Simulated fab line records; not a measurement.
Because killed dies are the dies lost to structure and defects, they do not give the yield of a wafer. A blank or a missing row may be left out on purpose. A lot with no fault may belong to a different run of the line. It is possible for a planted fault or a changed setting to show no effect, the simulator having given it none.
Problem report, 8D (eight disciplines) form, completed by code :: flow sky130 :: the parts of the form that need people (team, actions taken, sign-off) are left out

1. PROBLEM STATEMENT
Wafers without a fault read 170.0 nm, standard deviation 1.5; cd-nm at SKY_CONTACT_CD_MEAS_14 reads a mean of 110.2 nm on 3 wafers belonging to 3 lots. That puts it -40 standard deviations away from the usual mean.
The step: target cd 170 nm.
Earliest sighting: wafer L161.4 on cd-sem-01 at day 36 04:55. The record holds 38 wafers of 14 lots with a number at this step. Rule for "out", or "out of limits": more than 4 standard deviations from the usual mean. The rest of the wafers with a number are treated as sound.

2. WHAT IT IS AND WHAT IT IS NOT
question: which readings at this step
is: cd-nm
is not: -

question: which lots
is: L161, L162, L163
is not: L148, L149, L150, L151, L152, L153, L154, L155, L157, L158, L169

question: which wafers of those lots
is: L161.4, L162.4, L163.2
is not: L162.6, L163.6

question: read on which gauges
is: cd-sem-01, cd-sem-02
is not: -

question: when
is: from day 36 04:55
is not: up to then (30 sound wafers); but 5 sound wafers of L162, L163, L169 came after

3. WHAT RULES OUT EACH SUSPECT
Counting: any tool at a process step up to the reading remains a suspect provided it ran every lot that is out. Sound lots after the first of them don't rule it out here, since some wafers of a struck lot are sound.
- ruled out: the gauge at SKY_CONTACT_CD_MEAS_14. The wafers that are out were read on 2 gauges (cd-sem-01, cd-sem-02).
- krf-scanner-02 at SKY_CONTACT_EXPOSE_11 (exposes mask CTM1, target cd 170 nm): kept. Every lot that is out went through it, the first being L161 (day 35 15:40); the last sound lot it ran before that was L157 (day 34 01:32).
Remaining after the count: krf-scanner-02 at SKY_CONTACT_EXPOSE_11.

4. THE CAUSE (what the simulator had put in)
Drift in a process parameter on krf-scanner-02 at SKY_CONTACT_EXPOSE_11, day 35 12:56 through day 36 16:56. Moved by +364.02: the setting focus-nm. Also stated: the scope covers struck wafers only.
After counting, this tool was the only one left.

5. SEQUENCE OF EFFECTS, ordered by route
Rows list readings where the struck wafers' mean (over those with a number) sits beyond 3 standard deviations from the usual. Only readings for which the record gives a usual standard deviation are gone through. hours: the time from each lot's start at the first step in this table that gives one to its start at this step, as a median over the lots. sigmas: the change in usual standard deviations.
hours: 0
step: SKY_CONTACT_CD_MEAS_14
reading: cd-nm
usual: 170.0 nm
on struck wafers: 110.2
change: -59.8
sigmas: -40

hours: 311
step: SKY_PAD_OPEN_PROBE_99
reading: killed-at-contacts
usual: 25
on struck wafers: 432
change: +407
sigmas: +68

hours: 311
step: SKY_PAD_OPEN_PROBE_99
reading: killed-dies
usual: 86
on struck wafers: 492
change: +406
sigmas: +42

hours: 311
step: SKY_PAD_OPEN_PROBE_99
reading: killed-on-rim
usual: 17
on struck wafers: 96
change: +79
sigmas: +23
It contains these process steps:
- SKY_PAD_OPEN_PROBE_99

6. WHAT WOULD HAVE CAUGHT IT SOONER
In this record the first reading out of limits at a measuring or inspecting step was taken at day 36 04:55, 16 hours after the fault began at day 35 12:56.
By day 36 04:55 the whole set of lots that are out, 3 in number, had already begun SKY_CONTACT_EXPOSE_11 on krf-scanner-02. A hold on the tool at that time would have spared none of them.
